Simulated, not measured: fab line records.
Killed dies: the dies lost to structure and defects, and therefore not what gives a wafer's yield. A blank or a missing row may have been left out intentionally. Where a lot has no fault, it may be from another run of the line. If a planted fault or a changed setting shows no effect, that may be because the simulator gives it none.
A lot that was struck, set against a sound lot / flow sky130 / 17 steps out of a route of 708
Sound: these wafers, L350.3, L350.5, L350.6. Struck: wafers L347.3, L347.5, L347.6. At the end, the cause is stated.
At each step with rows: each side's tool, then ch and its chambers, then its first start. Under that, the readings that differ: sound wafers / struck wafers / difference of the means / sigmas: that difference in standard deviations of wafers without a fault.
alike: readings with means less than 2 such deviations apart, plus words and numbers identical on both sides. not compared: withheld readings, readings lacking a value on some wafer, bounds such as >300 that could conceal the same value, and numbers that have no deviation in the record and whose values overlap.
A row with sigmas, a row that says differs or no value, or rows on one side alone: a step with any of these is where the two part. When numbers do not overlap yet have no deviation, they are printed without sigmas and do not part them. Lack of a reading on every wafer of one side parts them only where that side has two or more wafers.

first, 1 step without rows for these wafers: SKY_LDD_N_IMPLANT_15.
SKY_LDD_N_STRIP_16: strips in O2/N2.
  sound on plasma asher-04 ch 0,1, day 23 13:55; struck on plasma asher-02 ch 0,1, day 22 08:37
  alike: drypump motor current A, oes product au, strip time to endpoint s
  not compared: rf hours counter h
SKY_LDD_N_TW_MEAS_17:
  struck on film metro-01, day 22 08:42; sound on film metro-01, day 23 14:00
  alike: LDD_N_TW
then, 7 steps without rows for these wafers: SKY_LDD_P_DEHYDRATE_00 (time 60 s); SKY_LDD_P_HMDS_01 (prime time 60 s); SKY_LDD_P_COAT_02 (resist thk 1140 nm); SKY_LDD_P_SOFTBAKE_03 (time 60 s); SKY_LDD_P_EXPOSE_04 (exposes mask PSDM, target cd 380 nm); SKY_LDD_P_PEB_05; SKY_LDD_P_DEVELOP_06 (develop time 60 s).
SKY_LDD_P_CD_MEAS_07: the cd target is 380 nm.
  struck on cd sem-02, day 23 14:47; sound on cd sem-01, day 24 19:27
  alike: cd nm
SKY_LDD_P_OVL_MEAS_08:
  struck on overlay-02, day 23 14:52; sound on overlay-02, day 24 19:32
  alike: LDD_P_OVL
SKY_LDD_P_IMPLANT_09:
  sound on implanter-01 ch 0, day 24 19:37; struck on implanter-02 ch 0, day 23 14:57
reading=dose ions cm2; sound=1.001e+13 1.0017e+13 1.0023e+13; struck=1.813e+12 1.798e+12 1.789e+12; difference=-8.217e+12; sigmas=-99 or more
reading=faraday current uA; sound=55.4 55.9 54.4; struck=10.2 10.3 10.5; difference=-44.9; sigmas=-41
SKY_LDD_P_STRIP_10: strips in O2/N2.
  sound on plasma asher-03 ch 0,1, day 24 19:45; struck on plasma asher-01 ch 0,1, day 23 15:05
  alike: drypump motor current A, oes product au, strip time to endpoint s
  not compared: rf hours counter h
SKY_LDD_P_TW_MEAS_11:
  struck on film metro-02, day 23 15:10; sound on film metro-04, day 24 19:50
reading=LDD_P_TW; sound=626 631 629; struck=371 371 370; difference=-258; sigmas=-51
then, 1 step without rows for these wafers: SKY_LDD_HVN_DEHYDRATE_00 (time 60 s).
-- the record jumps here: 25 days lie between the struck wafers' starts before and after (it left off in module LDD_HVN and takes up again in module PAD_OPEN, whose first step shown is number 708 of the route) --
SKY_PAD_OPEN_PROBE_99:
  struck on prober-01, day 48 19:55; sound on prober-02, day 49 09:25
reading=model.etest.tip p.rs ohm sq; sound=6879 6938 6868; struck=3.216e+04 3.239e+04 3.311e+04; difference=+2.566e+04; sigmas=
reading=model.etest.tip p.rs ohm sq range; sound=193.4 206.2 206.3; struck=1097 1847 1768; difference=+1369; sigmas=
reading=model.etest.pfet_01v8.r on ohm um; sound=2819 2945 2881; struck=3058 3136 3152; difference=+234; sigmas=
reading=model.etest.pfet_01v8.drive ua um; sound=195.8 189 193.5; struck=177.3 171.8 172.1; difference=-19.0; sigmas=
reading=model.etest.pfet_01v8_hvt.drive ua um; sound=146.1 140.2 143.8; struck=132.1 127 127.2; difference=-14.6; sigmas=
reading=model.etest.pfet_01v8_mvt.drive ua um; sound=153.8 150.5 154.2; struck=144.1 141.7 140.3; difference=-10.8; sigmas=
  alike: killed_at_M0_to_M3, killed_at_M4_up, killed at contacts, killed at front end, killed at other, killed dies, killed open, killed short
  not compared: model.etest.tip p.rs ohm sq rim less centre, model.etest.sram pfet latch.drive ua um

== WHERE THEY PART ==
First at SKY_LDD_P_IMPLANT_09; last, within this record, at SKY_LDD_P_TW_MEAS_11. Later steps at which nothing parts them and some readings are alike: SKY_PAD_OPEN_PROBE_99.

WHY: whatever the simulator had introduced
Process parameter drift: implanter-02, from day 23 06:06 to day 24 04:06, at SKY_LDD_P_IMPLANT_09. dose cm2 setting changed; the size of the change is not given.
